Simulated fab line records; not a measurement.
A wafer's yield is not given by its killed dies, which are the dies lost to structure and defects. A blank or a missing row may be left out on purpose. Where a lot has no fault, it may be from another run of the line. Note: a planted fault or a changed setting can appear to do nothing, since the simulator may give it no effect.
Comparing a struck lot with a sound one :: flow sky130 :: 30 out of 708 route steps
Sound: wafers L649.1, L649.5, L649.6. The struck wafers were L665.3, L665.4, L665.5. Last of all comes the cause.
At each step with rows: each side's tool, then ch and its chambers, then its first start. Under that, the readings that differ: sound wafers :: struck wafers :: difference of the means :: sigmas: that difference in standard deviations of wafers without a fault.
alike: readings with means less than 2 such deviations apart, plus words and numbers identical on both sides. not compared: withheld readings, readings lacking a value on some wafer, bounds such as >300 that could conceal the same value, and numbers that have no deviation in the record and whose values overlap.
A row with sigmas, a row that says differs or no value, or rows on one side alone: a step with any of these is where the two part. Numbers that don't overlap but have no deviation are shown without sigmas and don't part them. Lack of a reading on every wafer of one side parts them only where that side has two or more wafers.

first, 9 steps without rows for these wafers: SKY_SD_P_EXPOSE_04 (exposes mask PSDM, target cd 380 nm); SKY_SD_P_PEB_05; SKY_SD_P_DEVELOP_06 (develop time 60 s); SKY_SD_P_IMPLANT_09; SKY_SD_P_STRIP_10 (strips in O2/N2); SKY_RES_XHIGH_DEHYDRATE_00 (time 60 s); SKY_RES_XHIGH_HMDS_01 (prime time 60 s); SKY_RES_XHIGH_COAT_02 (resist thk 1140 nm); SKY_RES_XHIGH_SOFTBAKE_03 (time 60 s).
SKY_RES_XHIGH_EXPOSE_04: exposes mask URPM, target cd 1270 nm.
  sound on iline_stepper-02 ch 0, day 27 03:24; struck on iline_stepper-02 ch 0, day 32 08:34
reading: model.RES_XHIGH.overlay_x_nm (nm)
sound: 0.5196 0.5196 0.5196
struck: 232.5 232.5 232.5
difference: +232.0
sigmas: 
  alike: mask
then, 19 steps without rows for these wafers: SKY_RES_XHIGH_PEB_05; SKY_RES_XHIGH_DEVELOP_06 (develop time 60 s); SKY_RES_XHIGH_IMPLANT_07; SKY_RES_XHIGH_STRIP_08 (strips in O2/N2); SKY_SD_N_DEHYDRATE_00 (time 60 s); SKY_SD_N_HMDS_01 (prime time 60 s); SKY_SD_N_COAT_02 (resist thk 1140 nm); SKY_SD_N_SOFTBAKE_03 (time 60 s); SKY_SD_N_EXPOSE_04 (exposes mask NSDM, target cd 380 nm); SKY_SD_N_PEB_05; SKY_SD_N_DEVELOP_06 (develop time 60 s); SKY_SD_N_IMPLANT_09; SKY_SD_N_IMPLANT_10; SKY_SD_N_STRIP_11 (strips in O2/N2); SKY_SD_N_CLEAN_13 (cleans in SC1/SC2, time 150 s); SKY_SD_N_RTA_14 (time 2 s); SKY_SALICIDE_CLEAN_00 (cleans in HF-last, time 30 s); SKY_LI_CONTACT_HDPCVD_00 (deposits PSG, target thk 930 nm, time 155 s); SKY_LI_CONTACT_CMP_02 (polishes PSG).
-- a jump in the record: the struck wafers' starts before and after are 18 days apart (it breaks off in module LI_CONTACT and resumes in module PAD_OPEN, where the first step shown is number 708 of the route) --
SKY_PAD_OPEN_PROBE_99:
  sound on prober-01, day 46 11:46; struck on prober-02, day 50 06:10
reading: killed_at_other
sound: 0 0 0
struck: 12 9 1
difference: +7
sigmas: +12

reading: model.etest.res_xhigh_po.line_ohm_um
sound: 5656 5485 5696
struck: 6459 6598 6174
difference: +798
sigmas: 

reading: model.etest.res_xhigh_po.width_nm (nm)
sound: 348.5 348.7 353.4
struck: 315 312.3 318.9
difference: -35
sigmas: 
  alike: killed_at_M0_to_M3, killed_at_M4_up, killed_at_contacts, killed_at_front_end, killed_dies, killed_open, killed_short

WHERE THEY PART
Within this record, at SKY_PAD_OPEN_PROBE_99 only.

WHY: whatever the simulator had introduced
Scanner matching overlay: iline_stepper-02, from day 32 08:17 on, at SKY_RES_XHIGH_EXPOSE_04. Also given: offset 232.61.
